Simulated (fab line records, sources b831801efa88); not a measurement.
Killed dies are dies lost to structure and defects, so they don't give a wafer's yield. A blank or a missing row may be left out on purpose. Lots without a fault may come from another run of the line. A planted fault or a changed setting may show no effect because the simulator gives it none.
fab line records | flow gf180mcu
record lots=5 wafers=15 last_day=34
route steps=602 shown V2@401 M3@409 V3@429
lots that met no fault: from a run of the same line without faults
start_h: hours from the record's first day to the start of the lot's first wafer shown | wait_h: hours since the lot's step before | " the same as in the row above | L1.1+2: a row that stands for several wafers | - no value, or no start given | * or withheld: withheld | < > ~ a bound
route shown NAME@n: a module of which the file shows steps, and the number in the route of the first | usual: mean/standard deviation of fault-free wafers | same: alike in all rows | chamber/n: place in a boat | sites: the reading at each site | _std_site: their standard deviation | _edge_site: outer sites' mean less inner sites' | radius_mm: how far each site lies from the wafer's centre | mask NAME#n: copy n | behind: the tool/chamber that last shaped the wafer | hold: why the lot was held/for how many hours/how that ended | device: the transistor (n, p or np) that didn't switch | end of line: the same wafers' tests at the end of the route | a step without rows: its recipe alone | killed: dies lost to structure and defects at the first sort, not the wafer's yield | map: a wafer's dies, x killed, . not, _ none there
set.NAME: the setting as run; set.NAME@STEP: as run at that earlier step | model.NAME: the simulator's own value behind a step, which no gauge read
lots at some steps of the route; a table a step, a row a wafer
services: from which hour (start_h, from the record's first day; less than 0 if before it) a tool's chamber was out of use, for how many hours, and why
## steps
# step GF_V2_STRIP_19
# recipe chemistry=post_etch_residue_remover time_s=1200 temp_c=72.5
# usual bath_guard_temp_C=72.7/0.5
# columns lot.wafer tool chamber start_h wait_h bath_guard_temp_C
L081.3 wet_bench-03 2 537.32 0.0 73.3
L081.4 " 2 " " 73.0
L081.6 " 2 " " 73.0
L084.2 wet_bench-01 0 548.95 0.1 72.6
L084.3 " 0 " " 72.5
L084.6 " 0 " " 72.3
L088.2 wet_bench-03 2 581.70 0.1 73.3
L088.4 " 2 " " 72.9
L088.5 " 2 " " 73.5
L091.3 wet_bench-02 3 606.75 0.0 73.5
L091.4 " 3 " " 72.9
L091.5 " 3 " " 73.0
L097.1 wet_bench-02 2 644.88 0.1 72.1
L097.5 " 2 " " 72.3
L097.6 " 2 " " 72.1
# step GF_V2_CLEAN_20
# recipe chemistry=DIW dry=n2_spin
# columns lot.wafer tool chamber start_h wait_h
L081.3+4+6 wet_bench-02 0 537.69 0.0
L084.2+3+6 wet_bench-02 1 549.29 0.0
L088.2+4+5 wet_bench-01 3 582.07 0.0
L091.3+4+5 wet_bench-03 3 607.19 0.0
L097.1+5+6 wet_bench-01 2 645.22 0.0
# step GF_V2_SPUTTER_21
# recipe material=Ti target_thk_nm=15 chamber_pressure_pa=5 power_w=2500 substrate_temp_c=200 time_s=80.02
# usual throttle_valve_pct=29.3/0.79
# columns lot.wafer tool chamber start_h wait_h throttle_valve_pct
L081.3 pvd_sputter-04 - 537.80 0.0 30.0
L081.4 " - " " 29.9
L081.6 " - " " 29.8
L084.2 pvd_sputter-02 - 549.39 0.0 28.6
L084.3 " - " " 29.3
L084.6 " - " " 29.2
L088.2 pvd_sputter-04 - 582.16 0.0 29.3
L088.4 " - " " 28.5
L088.5 " - " " 30.1
L091.3 pvd_sputter-04 - 607.29 0.0 29.7
L091.4 " - " " 29.1
L091.5 " - " " 28.9
L097.1 pvd_sputter-04 - 645.32 0.0 29.9
L097.5 " - " " 29.4
L097.6 " - " " 28.7
# step GF_V2_SPUTTER_22
# recipe material=TiN target_thk_nm=10 chamber_pressure_pa=5 power_w=4000 time_s=40
# usual throttle_valve_pct=29.3/0.79
# columns lot.wafer tool chamber start_h wait_h throttle_valve_pct
L081.3 pvd_sputter-04 - 537.86 0.0 29.9
L081.4 " - " " 29.8
L081.6 " - " " 30.1
L084.2 pvd_sputter-02 - 549.45 0.0 28.8
L084.3 " - " " 29.1
L084.6 " - " " 29.2
L088.2 pvd_sputter-04 - 582.22 0.0 29.3
L088.4 " - " " 28.7
L088.5 " - " " 29.9
L091.3 pvd_sputter-04 - 607.35 0.0 29.8
L091.4 " - " " 29.2
L091.5 " - " " 28.9
L097.1 pvd_sputter-04 - 645.38 0.0 29.8
L097.5 " - " " 29.3
L097.6 " - " " 28.8
# step GF_V2_CVD_23
# recipe material=W target_thk_nm=350 time_s=104.94 temp_c=400 pressure_torr=40
# usual heater_power_w=805/91
# columns lot.wafer tool chamber start_h wait_h heater_power_w since_wet_clean_h
L081.3 cvd_w-02 1 537.94 0.1 768 -
L081.4 " 0 " " 821 -
L081.6 " 0 " " 814 -
L084.2 cvd_w-01 0 549.49 0.0 950 644
L084.3 " 0 " " 970 -
L084.6 " 1 " " 655 -
L088.2 cvd_w-02 0 582.26 0.0 805 178
L088.4 " 0 " " 809 -
L088.5 " 0 " " 811 -
L091.3 cvd_w-01 0 607.43 0.1 968 -
L091.4 " 1 " " 671 -
L091.5 " 1 " " 672 -
L097.1 cvd_w-01 1 645.42 0.0 673 740
L097.5 " 0 " " 937 -
L097.6 " 1 " " 660 -
# step GF_V2_RS_MEAS_24
# recipe thk_meas_gauge=four-point-probe reads=W_of_V2_CVD_23+TiN_of_V2_SPUTTER_22+Ti_of_V2_SPUTTER_21
# usual V2_W_RS=0.330/0.0033
# columns lot.wafer tool chamber start_h wait_h V2_W_RS[ohm/sq]
L081.3 film_metro-03 - 538.06 0.1 0.333
L081.4 " - " " 0.335
L081.6 " - " " 0.336
L084.2 film_metro-01 - 549.62 0.1 0.334
L084.3 " - " " 0.330
L084.6 " - " " 0.328
L088.2 film_metro-02 - 582.39 0.1 0.331
L088.4 " - " " 0.336
L088.5 " - " " 0.338
L091.3 film_metro-02 - 607.54 0.1 0.332
L091.4 " - " " 0.329
L091.5 " - " " 0.328
L097.1 film_metro-03 - 645.53 0.1 0.326
L097.5 " - " " 0.330
L097.6 " - " " 0.327
# step GF_V2_THK_MEAS_25
# recipe thk_meas_gauge=xrf reads=W_of_V2_CVD_23
# usual V2_W_THK=356/6.3
# columns lot.wafer tool chamber start_h wait_h V2_W_THK[nm]
L081.3 film_metro-03 - 538.16 0.1 357
L081.4 " - " " 355
L081.6 " - " " 353
L084.2 film_metro-01 - 549.73 0.1 345
L084.3 " - " " 350
L084.6 " - " " 349
L088.2 film_metro-02 - 582.50 0.1 360
L088.4 " - " " 355
L088.5 " - " " 354
L091.3 film_metro-02 - 607.64 0.1 356
L091.4 " - " " 360
L091.5 " - " " 361
L097.1 film_metro-03 - 645.65 0.1 361
L097.5 " - " " 356
L097.6 " - " " 364
# step GF_V2_CMP_26
# recipe stop_on=SiO2 down_force_psi=3.5 platen_rpm=60 t_overpolish_s=15 target_thk_nm=0 pad_velocity_m_s=0.94248
# usual head_pressure_psi=3.500/0.0079 motor_current_A=10.9/0.86 overpolish_run_s=15.000/0.0092 time_to_endpoint_s=83/3.7
# columns lot.wafer tool chamber start_h wait_h head_pressure_psi motor_current_A overpolish_run_s time_to_endpoint_s
L081.3 cmp-02 1 538.30 0.1 3.488 10.7 15.005 81
L081.4 " 2 " " 3.492 10.7 14.993 81
L081.6 " 3 " " 3.503 11.4 15.012 77
L084.3 cmp-01 1 549.83 0.1 3.495 11.6 14.995 86
L084.2 " 2 " " 3.505 11.3 15.003 84
L084.6 " 0 " " 3.512 11.8 14.995 77
L088.4 cmp-01 2 582.55 0.0 3.499 11.4 14.993 84
L088.2 " 0 " " 3.499 11.6 15.010 77
L088.5 " 3 " " 3.499 10.0 14.983 84
L091.4 cmp-01 3 607.68 0.0 3.488 9.7 15.010 83
L091.3 " 0 " " 3.491 11.5 14.988 80
L091.5 " 0 " " 3.498 11.9 15.005 79
L097.1 cmp-02 1 645.81 0.1 3.493 10.5 14.999 85
L097.5 " 3 " " 3.502 10.6 14.999 83
L097.6 " 0 " " 3.502 10.4 15.012 90
# step GF_M3_SPUTTER_00
# recipe material=Ti target_thk_nm=37.5 arriving_ion_energy_ev=80 substrate_temp_c=200 chamber_pressure_pa=2 power_w=4000 time_s=150
# usual throttle_valve_pct=29.3/0.89
# columns lot.wafer tool chamber start_h wait_h throttle_valve_pct
L081.3 pvd_sputter-04 - 538.50 0.1 28.8
L081.4 " - " " 29.8
L081.6 " - " " 29.8
L084.2 pvd_sputter-01 - 550.08 0.1 29.3
L084.3 " - " " 30.4
L084.6 " - " " 30.3
L088.2 pvd_sputter-01 - 582.85 0.1 28.6
L088.4 " - " " 30.3
L088.5 " - " " 27.5
L091.3 pvd_sputter-03 - 607.98 0.2 28.8
L091.4 " - " " 29.7
L091.5 " - " " 29.6
L097.1 pvd_sputter-03 - 646.01 0.1 28.7
L097.5 " - " " 29.0
L097.6 " - " " 30.9
# step GF_M3_SPUTTER_01
# recipe material=TiN target_thk_nm=30 power_w=6500 time_s=25 chamber_pressure_pa=0.4
# usual throttle_valve_pct=29.3/0.88
# columns lot.wafer tool chamber start_h wait_h throttle_valve_pct
L081.3 pvd_sputter-04 - 538.60 0.1 28.6
L081.4 " - " " 29.9
L081.6 " - " " 29.6
L084.2 pvd_sputter-01 - 550.18 0.1 29.5
L084.3 " - " " 30.3
L084.6 " - " " 30.5
L088.2 pvd_sputter-01 - 582.95 0.1 29.1
L088.4 " - " " 30.4
L088.5 " - " " 27.4
L091.3 pvd_sputter-03 - 608.08 0.1 28.9
L091.4 " - " " 29.6
L091.5 " - " " 29.5
L097.1 pvd_sputter-03 - 646.11 0.1 28.7
L097.5 " - " " 28.8
L097.6 " - " " 30.6
# step GF_M3_SPUTTER_02
# recipe material=AlCu target_thk_nm=450 power_w=10600 time_s=23.9 chamber_pressure_pa=0.4
# usual throttle_valve_pct=29.3/0.87
# columns lot.wafer tool chamber start_h wait_h throttle_valve_pct
L081.3 pvd_sputter-04 - 538.63 0.0 28.8
L081.4 " - " " 30.0
L081.6 " - " " 30.1
L084.2 pvd_sputter-01 - 550.21 0.0 29.3
L084.3 " - " " 30.4
L084.6 " - " " 30.3
L088.2 pvd_sputter-01 - 582.98 0.0 28.8
L088.4 " - " " 30.2
L088.5 " - " " 27.5
L091.3 pvd_sputter-03 - 608.11 0.0 28.7
L091.4 " - " " 29.9
L091.5 " - " " 29.3
L097.1 pvd_sputter-03 - 646.14 0.0 29.0
L097.5 " - " " 28.9
L097.6 " - " " 30.5
# step GF_M3_SPUTTER_03
# recipe material=Ti target_thk_nm=10 substrate_temp_c=300 chamber_pressure_pa=0.3 power_w=3000 time_s=6.7
# usual throttle_valve_pct=29.3/0.9
# columns lot.wafer tool chamber start_h wait_h throttle_valve_pct
L081.3 pvd_sputter-04 - 538.66 0.0 28.6
L081.4 " - " " 30.1
L081.6 " - " " 30.0
L084.2 pvd_sputter-01 - 550.24 0.0 29.4
L084.3 " - " " 30.3
L084.6 " - " " 30.2
L088.2 pvd_sputter-01 - 583.01 0.0 28.8
L088.4 " - " " 30.6
L088.5 " - " " 27.4
L091.3 pvd_sputter-03 - 608.14 0.0 28.8
L091.4 " - " " 29.5
L091.5 " - " " 29.6
L097.1 pvd_sputter-03 - 646.17 0.0 28.7
L097.5 " - " " 29.0
L097.6 " - " " 30.6
# step GF_M3_SPUTTER_04
# recipe material=TiN target_thk_nm=50 power_w=6500 time_s=41.7 chamber_pressure_pa=0.4
# usual throttle_valve_pct=29.3/0.88
# columns lot.wafer tool chamber start_h wait_h throttle_valve_pct
L081.3 pvd_sputter-04 - 538.68 0.0 28.7
L081.4 " - " " 29.7
L081.6 " - " " 29.7
L084.2 pvd_sputter-01 - 550.26 0.0 29.2
L084.3 " - " " 30.4
L084.6 " - " " 30.2
L088.2 pvd_sputter-01 - 583.03 0.0 28.8
L088.4 " - " " 30.6
L088.5 " - " " 27.3
L091.3 pvd_sputter-03 - 608.16 0.0 29.1
L091.4 " - " " 29.5
L091.5 " - " " 29.7
L097.1 pvd_sputter-03 - 646.19 0.0 28.7
L097.5 " - " " 28.8
L097.6 " - " " 30.6
# step GF_M3_RS_MEAS_05
# recipe thk_meas_gauge=four-point-probe reads=TiN_of_M3_SPUTTER_04+Ti_of_M3_SPUTTER_03+AlCu_of_M3_SPUTTER_02+TiN_of_M3_SPUTTER_01+Ti_of_M3_SPUTTER_00
# usual M3_ALCU_RS=0.0696/0.00085
# columns lot.wafer tool chamber start_h wait_h M3_ALCU_RS[ohm/sq]
L081.3 film_metro-04 - 538.76 0.1 0.0699
L081.4 " - " " 0.0690
L081.6 " - " " 0.0693
L084.2 film_metro-01 - 550.32 0.0 0.0693
L084.3 " - " " 0.0702
L084.6 " - " " 0.0694
L088.2 film_metro-04 - 583.09 0.0 0.0689
L088.4 " - " " 0.0694
L088.5 " - " " 0.0689
L091.3 film_metro-04 - 608.24 0.1 0.0693
L091.4 " - " " 0.0695
L091.5 " - " " 0.0694
L097.1 film_metro-03 - 646.23 0.0 0.0706
L097.5 " - " " 0.0708
L097.6 " - " " 0.0705
# step GF_M3_THK_MEAS_06
# recipe thk_meas_gauge=xrf reads=AlCu_of_M3_SPUTTER_02
# usual M3_ALCU_THK=443/5.3
# columns lot.wafer tool chamber start_h wait_h M3_ALCU_THK[nm]
L081.3 film_metro-04 - 538.86 0.1 440
L081.4 " - " " 444
L081.6 " - " " 442
L084.2 film_metro-01 - 550.43 0.1 445
L084.3 " - " " 444
L084.6 " - " " 446
L088.2 film_metro-04 - 583.20 0.1 448
L088.4 " - " " 444
L088.5 " - " " 449
L091.3 film_metro-04 - 608.34 0.1 442
L091.4 " - " " 441
L091.5 " - " " 441
L097.1 film_metro-03 - 646.35 0.1 437
L097.5 " - " " 438
L097.6 " - " " 441
# step GF_M3_DEHYDRATE_07
# recipe temp_c=200 time_s=60
# columns lot.wafer tool chamber start_h wait_h
L081.3+4+6 litho_track-03 0 549.29 10.4
L084.2+3+6 litho_track-03 0 560.51 10.1
L088.2+4+5 litho_track-01 0 593.35 10.1
L091.3+4+5 litho_track-01 0 618.58 10.2
L097.1+5+6 litho_track-01 0 654.67 8.3
# step GF_M3_HMDS_08
# recipe prime_time_s=60 prime_temp_c=120
# columns lot.wafer tool chamber start_h wait_h
L081.3+4+6 litho_track-03 0 549.44 0.1
L084.2+3+6 litho_track-03 0 560.66 0.1
L088.2+4+5 litho_track-01 0 593.50 0.1
L091.3+4+5 litho_track-01 0 618.73 0.1
L097.1+5+6 litho_track-01 0 654.82 0.1
# step GF_M3_COAT_09
# recipe resist=KrF spin_rpm=withheld resist_thk_nm=1000
# columns lot.wafer tool chamber start_h wait_h
L081.3+4+6 litho_track-03 0 549.59 0.1
L084.2+3+6 litho_track-03 0 560.81 0.1
L088.2+4+5 litho_track-01 0 593.65 0.1
L091.3+4+5 litho_track-01 0 618.88 0.1
L097.1+5+6 litho_track-01 0 654.97 0.1
# step GF_M3_SOFTBAKE_10
# recipe temp_c=130 time_s=60 resist=KrF
# columns lot.wafer tool chamber start_h wait_h
L081.3+4+6 litho_track-03 0 549.74 0.1
L084.2+3+6 litho_track-03 0 560.96 0.1
L088.2+4+5 litho_track-01 0 593.80 0.1
L091.3+4+5 litho_track-01 0 619.03 0.1
L097.1+5+6 litho_track-01 0 655.12 0.1
# step GF_M3_EXPOSE_11
# recipe mask_id=Metal3 target_cd_nm=280 na=0.68 source_shape=conventional sigma_outer=0.6 dose_mj=28
# columns lot.wafer tool chamber start_h wait_h mask
L081.3+4+6 krf_scanner-01 0 - - Metal3#0
L084.2+3+6 krf_scanner-01 0 - - Metal3#0
L088.2+4+5 krf_scanner-02 0 - - Metal3#0
L091.3+4+5 krf_scanner-01 0 - - Metal3#0
L097.1+5+6 krf_scanner-02 0 - - Metal3#0
# step GF_M3_PEB_12
# recipe peb_temp_c=135 peb_time_s=90 resist=KrF
# columns lot.wafer tool chamber start_h wait_h
L081.3+4+6 litho_track-01 0 - -
L084.2+3+6 litho_track-04 0 - -
L088.2+4+5 litho_track-01 0 - -
L091.3+4+5 litho_track-01 0 - -
L097.1+5+6 litho_track-03 0 - -
# step GF_M3_DEVELOP_13
# recipe develop_time_s=60 dev_temp_c=21
# columns lot.wafer tool chamber start_h wait_h
L081.3+4+6 litho_track-01 0 560.23 0.1
L084.2+3+6 litho_track-04 0 572.12 0.2
L088.2+4+5 litho_track-01 0 603.65 0.2
L091.3+4+5 litho_track-01 0 629.08 0.1
L097.1+5+6 litho_track-03 0 664.88 0.2
# step GF_M3_CD_MEAS_14
# recipe target_cd_nm=280
# usual cd_nm=279.9/0.8
# columns lot.wafer tool chamber start_h wait_h cd_nm
L081.3 cd_sem-02 - 560.37 0.1 280.7
L081.4 " - " " 280.1
L081.6 " - " " 279.9
L084.2 cd_sem-02 - 572.26 0.1 280.9
L084.3 " - " " 280.8
L084.6 " - " " 279.1
L088.2 cd_sem-01 - 603.80 0.1 279.3
L088.4 " - " " 280.7
L088.5 " - " " 281.3
L091.3 cd_sem-01 - 629.22 0.1 282.4
L091.4 " - " " 280.5
L091.5 " - " " 280.5
L097.1 cd_sem-02 - 665.03 0.1 279.1
L097.5 " - " " 280.6
L097.6 " - " " 280.1
# step GF_M3_OVL_MEAS_15
# usual M3_OVL=-2/5.6
# columns lot.wafer tool chamber start_h wait_h M3_OVL[nm]
L081.3 overlay-01 - 560.46 0.1 7
L081.4 " - " " -3
L081.6 " - " " 0
L084.2 overlay-01 - 572.37 0.1 -9
L084.3 " - " " -3
L084.6 " - " " -7
L088.2 overlay-01 - 603.90 0.1 -7
L088.4 " - " " -2
L088.5 " - " " -4
L091.3 overlay-01 - 629.31 0.1 -7
L091.4 " - " " -5
L091.5 " - " " -3
L097.1 overlay-02 - 665.15 0.1 2
L097.5 " - " " 3
L097.6 " - " " 5
# step GF_M3_METAL_ETCH_16
# recipe chemistry=Cl2/BCl3 mask_material=KrF target_depth_nm=627.5 stop_on=SiO2 pressure_mtorr=8 icp_w=800 bias_w=140 Cl2_flow_sccm=80 bcl3_flow_sccm=40 time_s=104.6
# usual drypump_motor_current_A=5.63/0.28 mfc_cl2_sccm=79.99/0.24 oes_product_au=0.972/0.0068 throttle_valve_pct=28.251/0.01
# columns lot.wafer tool chamber start_h wait_h drypump_motor_current_A mfc_cl2_sccm oes_product_au rf_hours_counter_h throttle_valve_pct
L081.3 rie_metal-03 0 560.52 0.1 5.65 80.17 0.971 - 28.258
L081.4 " 1 " " 5.70 80.10 0.974 - 28.246
L081.6 " 1 " " 5.71 79.90 0.964 - 28.256
L084.2 rie_metal-03 0 572.40 0.0 5.65 79.93 0.977 9 28.242
L084.3 " 1 " " 5.72 80.23 0.972 - 28.248
L084.6 " 0 " " 5.67 79.98 0.968 - 28.249
L088.2 rie_metal-04 1 603.93 0.0 5.57 80.12 0.977 3 28.236
L088.4 " 1 " " 5.55 80.26 0.965 - 28.245
L088.5 " 0 " " 5.77 80.16 0.982 - 28.256
L091.3 rie_metal-03 1 629.37 0.1 5.72 80.27 0.981 - 28.237
L091.4 " 0 " " 5.64 79.74 0.973 - 28.249
L091.5 " 0 " " 5.64 79.84 0.970 - 28.252
L097.1 rie_metal-01 1 665.19 0.0 5.07 80.05 0.964 7 28.237
L097.5 " 0 " " 6.05 80.12 0.962 - 28.273
L097.6 " 1 " " 5.06 80.01 0.971 - 28.258
# step GF_M3_STRIP_17
# recipe chemistry=O2/N2 power_w=1400 pressure_mtorr=1500 platen_temp_c=250 o2_flow_sccm=3000 n2_flow_sccm=300 overash_fraction=0.5
# usual drypump_motor_current_A=5.9/0.4 heater_power_w=325/21 oes_product_au=0.557/0.0049 strip_time_to_endpoint_s=7.87/0.043
# columns lot.wafer tool chamber start_h wait_h drypump_motor_current_A heater_power_w oes_product_au rf_hours_counter_h strip_time_to_endpoint_s
L081.3 plasma_asher-04 1 560.63 0.1 5.2 302 0.553 - 7.90
L081.4 " 0 " " 5.2 308 0.560 - 7.83
L081.6 " 0 " " 5.2 302 0.560 - 7.85
L084.2 plasma_asher-02 0 572.51 0.1 5.9 314 0.563 47 7.97
L084.3 " 1 " " 6.4 350 0.563 - 7.87
L084.6 " 1 " " 6.3 341 0.565 - 7.98
L088.2 plasma_asher-01 0 604.04 0.1 5.5 351 0.557 85 7.79
L088.4 " 0 " " 5.6 347 0.557 - 7.80
L088.5 " 1 " " 6.1 314 0.560 - 7.86
L091.3 plasma_asher-01 0 629.48 0.1 5.6 351 0.557 - 7.81
L091.4 " 1 " " 6.1 296 0.559 - 7.90
L091.5 " 1 " " 6.1 309 0.547 - 7.93
L097.1 plasma_asher-02 1 665.30 0.1 6.4 336 0.551 57 7.80
L097.5 " 1 " " 6.4 345 0.556 - 7.83
L097.6 " 0 " " 5.8 306 0.557 - 7.76
# step GF_M3_STRIP_18
# recipe chemistry=post_etch_residue_remover time_s=1200 temp_c=72.5
# usual bath_guard_temp_C=72.5/0.52
# columns lot.wafer tool chamber start_h wait_h bath_guard_temp_C
L081.3 wet_bench-04 0 560.69 0.0 72.7
L081.4 " 0 " " 72.8
L081.6 " 0 " " 72.8
L084.2 wet_bench-03 0 572.61 0.1 72.5
L084.3 " 0 " " 72.9
L084.6 " 0 " " 72.8
L088.2 wet_bench-03 1 604.14 0.1 71.7
L088.4 " 1 " " 71.6
L088.5 " 1 " " 71.4
L091.3 wet_bench-02 2 629.54 0.0 72.4
L091.4 " 2 " " 72.1
L091.5 " 2 " " 72.2
L097.1 wet_bench-03 2 665.40 0.1 72.6
L097.5 " 2 " " 73.0
L097.6 " 2 " " 72.6
# step GF_M3_CLEAN_19
# recipe chemistry=DIW dry=n2_spin
# columns lot.wafer tool chamber start_h wait_h
L081.3+4+6 wet_bench-02 1 561.07 0.0
L084.2+3+6 wet_bench-02 1 573.36 0.0
L088.2+4+5 wet_bench-02 1 604.55 0.0
L091.3+4+5 wet_bench-03 1 629.89 0.0
L097.1+5+6 wet_bench-04 2 665.74 0.0
# step GF_V3_CVD_00
# recipe material=SiO2 target_thk_nm=600 sigma_open_frac=0.3 temp_c=400 time_s=100 sih4_flow_sccm=60 pressure_mtorr=6
# columns lot.wafer tool chamber start_h wait_h
L081.3+4+6 hdpcvd-02 2,1,2 561.29 0.0
L084.2+3+6 hdpcvd-02 1,0,1 573.54 0.0
L088.2+4+5 hdpcvd-01 1,2,1 604.66 0.0
L091.3+4+5 hdpcvd-01 2,1,2 629.99 0.0
L097.1+5+6 hdpcvd-01 2,0,1 665.84 0.0
# step GF_V3_THK_MEAS_01
# recipe reads=SiO2_of_V3_CVD_00
# usual V3_CVD_00_THK=601/6.2
# columns lot.wafer tool chamber start_h wait_h V3_CVD_00_THK[nm]
L081.3 film_metro-04 - 561.38 0.1 606
L081.4 " - " " 596
L081.6 " - " " 601
L084.2 film_metro-04 - 573.63 0.1 594
L084.3 " - " " 595
L084.6 " - " " 592
L088.2 film_metro-01 - 604.74 0.0 614
L088.4 " - " " 609
L088.5 " - " " 611
L091.3 film_metro-04 - 630.08 0.1 610
L091.4 " - " " 611
L091.5 " - " " 613
L097.1 film_metro-01 - 665.92 0.0 597
L097.5 " - " " 583
L097.6 " - " " 601
# step GF_V3_CVD_02
# recipe material=SiO2 target_thk_nm=850 precursor=TEOS temp_c=400 time_s=94.851 rf_w=600
# usual heater_power_w=665/100
# columns lot.wafer tool chamber start_h wait_h heater_power_w since_wet_clean_h
L081.3 pecvd-01 1 561.42 0.0 773 595
L081.4 " 2 " " 511 -
L081.6 " 0 " " 665 -
L084.2 pecvd-04 2 573.68 0.0 639 816
L084.3 " 0 " " 881 816
L084.6 " 0 " " 910 -
L088.2 pecvd-03 2 604.79 0.0 629 222
L088.4 " 0 " " 490 -
L088.5 " 1 " " 658 -
L091.3 pecvd-01 1 630.12 0.0 733 664
L091.4 " 2 " " 520 -
L091.5 " 1 " " 772 -
L097.1 pecvd-03 0 665.98 0.1 589 283
L097.5 " 2 " " 683 -
L097.6 " 0 " " 628 -
# step GF_V3_THK_MEAS_03
# recipe reads=SiO2_of_V3_CVD_02
# usual V3_CVD_02_THK=848/10
# columns lot.wafer tool chamber start_h wait_h V3_CVD_02_THK[nm]
L081.3 film_metro-01 - 561.51 0.1 847
L081.4 " - " " 851
L081.6 " - " " 866
L084.2 film_metro-04 - 573.76 0.0 831
L084.3 " - " " 841
L084.6 " - " " 854
L088.2 film_metro-04 - 604.87 0.0 833
L088.4 " - " " 850
L088.5 " - " " 860
L091.3 film_metro-01 - 630.21 0.1 831
L091.4 " - " " 846
L091.5 " - " " 844
L097.1 film_metro-04 - 666.05 0.0 838
L097.5 " - " " 874
L097.6 " - " " 846
# step GF_V3_CMP_04
# recipe material=SiO2 down_force_psi=4 platen_rpm=60 pad_velocity_m_s=0.94248
# usual head_pressure_psi=4.001/0.0092 motor_current_A=11.8/0.84 time_to_endpoint_s=79/5.5
# columns lot.wafer tool chamber start_h wait_h head_pressure_psi motor_current_A time_to_endpoint_s
L081.4 cmp-02 1 561.55 0.0 4.004 11.9 77
L081.3 " 2 " " 3.993 11.4 75
L081.6 " 1 " " 3.990 11.5 82
L084.3 cmp-02 0 574.13 0.4 3.987 12.1 79
L084.2 " 1 " " 4.009 11.9 73
L084.6 " 3 " " 3.995 12.4 79
L088.4 cmp-02 2 604.92 0.0 3.993 11.3 82
L088.2 " 3 " " 4.016 11.9 70
L088.5 " 2 " " 4.005 11.4 86
L091.4 cmp-01 0 630.25 0.0 4.003 12.9 68
L091.3 " 1 " " 4.019 12.4 74
L091.5 " 0 " " 3.996 12.8 70
L097.1 cmp-02 0 666.26 0.2 4.001 11.2 88
L097.6 " 1 " " 3.995 11.1 85
L097.5 " 2 " " 3.992 11.8 98
# step GF_V3_BOW_MEAS_05
# recipe mode=bow
# usual V3_BOW=116/8.9
# columns lot.wafer tool chamber start_h wait_h V3_BOW[um]
L081.3 film_metro-01 - 561.89 0.2 125
L081.4 " - " " 119
L081.6 " - " " 107
L084.2 film_metro-02 - 574.40 0.2 118
L084.3 " - " " 117
L084.6 " - " " 106
L088.2 film_metro-02 - 605.24 0.2 123
L088.4 " - " " 130
L088.5 " - " " 129
L091.3 film_metro-02 - 630.59 0.2 112
L091.4 " - " " 121
L091.5 " - " " 114
L097.1 film_metro-02 - 666.41 0.1 107
L097.5 " - " " 120
L097.6 " - " " 118
# step GF_V3_DEHYDRATE_06
# recipe temp_c=200 time_s=60
# columns lot.wafer tool chamber start_h wait_h
L081.3+4+6 litho_track-01 0 571.98 10.1
L084.2+3+6 litho_track-02 0 584.24 9.8
L088.2+4+5 litho_track-02 0 614.99 9.7
L091.3+4+5 litho_track-02 0 640.16 9.6
L097.1+5+6 litho_track-01 0 674.72 8.3
# step GF_V3_HMDS_07
# recipe prime_time_s=60 prime_temp_c=120
# columns lot.wafer tool chamber start_h wait_h
L081.3+4+6 litho_track-01 0 572.13 0.1
L084.2+3+6 litho_track-02 0 584.39 0.1
L088.2+4+5 litho_track-02 0 615.14 0.1
L091.3+4+5 litho_track-02 0 640.31 0.1
L097.1+5+6 litho_track-01 0 674.87 0.1
# step GF_V3_COAT_08
# recipe resist=BARC temp_c=withheld time_s=withheld spin_rpm=withheld resist_thk_nm=withheld
# columns lot.wafer tool chamber start_h wait_h
L081.3+4+6 litho_track-01 0 572.28 0.1
L084.2+3+6 litho_track-02 0 584.54 0.1
L088.2+4+5 litho_track-02 0 615.29 0.1
L091.3+4+5 litho_track-02 0 640.46 0.1
L097.1+5+6 litho_track-01 0 675.02 0.1
# step GF_V3_COAT_09
# recipe resist=KrF spin_rpm=withheld resist_thk_nm=1000
# columns lot.wafer tool chamber start_h wait_h
L081.3+4+6 litho_track-01 0 - -
L084.2+3+6 litho_track-02 0 - -
L088.2+4+5 litho_track-02 0 - -
L091.3+4+5 litho_track-02 0 - -
L097.1+5+6 litho_track-01 0 - -
# step GF_V3_SOFTBAKE_10
# recipe temp_c=130 time_s=60 resist=KrF
# columns lot.wafer tool chamber start_h wait_h
L081.3+4+6 litho_track-01 0 - -
L084.2+3+6 litho_track-02 0 - -
L088.2+4+5 litho_track-02 0 - -
L091.3+4+5 litho_track-02 0 - -
L097.1+5+6 litho_track-01 0 - -
# step GF_V3_EXPOSE_11
# recipe mask_id=Via3 target_cd_nm=260 na=0.68 source_shape=conventional sigma_outer=0.6 dose_mj=38
# columns lot.wafer tool chamber start_h wait_h mask
L081.3+4+6 krf_scanner-02 0 - - Via3#0
L084.2+3+6 krf_scanner-02 0 - - Via3#0
L088.2+4+5 krf_scanner-01 0 - - Via3#0
L091.3+4+5 krf_scanner-01 0 - - Via3#0
L097.1+5+6 krf_scanner-02 0 - - Via3#0
# step GF_V3_PEB_12
# recipe peb_temp_c=135 peb_time_s=90 resist=KrF
# columns lot.wafer tool chamber start_h wait_h
L081.3+4+6 litho_track-02 0 - -
L084.2+3+6 litho_track-01 0 - -
L088.2+4+5 litho_track-01 0 - -
L091.3+4+5 litho_track-02 0 - -
L097.1+5+6 litho_track-02 0 - -
# step GF_V3_DEVELOP_13
# recipe develop_time_s=60 resist=KrF dev_temp_c=21
# columns lot.wafer tool chamber start_h wait_h
L081.3+4+6 litho_track-02 0 582.46 0.1
L084.2+3+6 litho_track-01 0 595.45 0.2
L088.2+4+5 litho_track-01 0 624.40 0.2
L091.3+4+5 litho_track-02 0 650.66 0.1
L097.1+5+6 litho_track-02 0 684.56 0.2
## services
# columns tool chamber start_h hours kind
krf_scanner-01 - 514.11 10.3 repair
pvd_sputter-01 - 514.59 2.9 repair
krf_scanner-01 - 524.41 1.3 pm
krf_scanner-02 - 528.91 0.2 repair
pvd_sputter-03 - 535.00 60.1 repair
pvd_sputter-01 - 539.82 2.8 repair
pvd_sputter-04 - 542.78 23.0 repair
krf_scanner-02 - 545.69 1.0 pm
krf_scanner-02 - 564.24 4.0 pm
krf_scanner-01 - 565.37 0.4 repair
pvd_sputter-03 - 566.19 1.2 repair
cmp-02 - 568.09 4.8 pm
krf_scanner-02 - 568.65 0.8 pm
krf_scanner-01 - 573.40 0.8 pm
krf_scanner-01 - 588.51 1.0 repair
pvd_sputter-03 - 597.70 2.3 repair
pvd_sputter-04 - 610.78 15.8 repair
krf_scanner-01 - 613.45 1.0 pm
krf_scanner-02 - 621.83 0.2 repair
pvd_sputter-04 - 635.39 3.9 repair
krf_scanner-01 - 659.10 0.8 repair
pvd_sputter-04 - 671.37 1.3 repair
krf_scanner-01 - 674.62 0.7 repair
krf_scanner-02 - 679.57 1.3 pm
## key
fault none
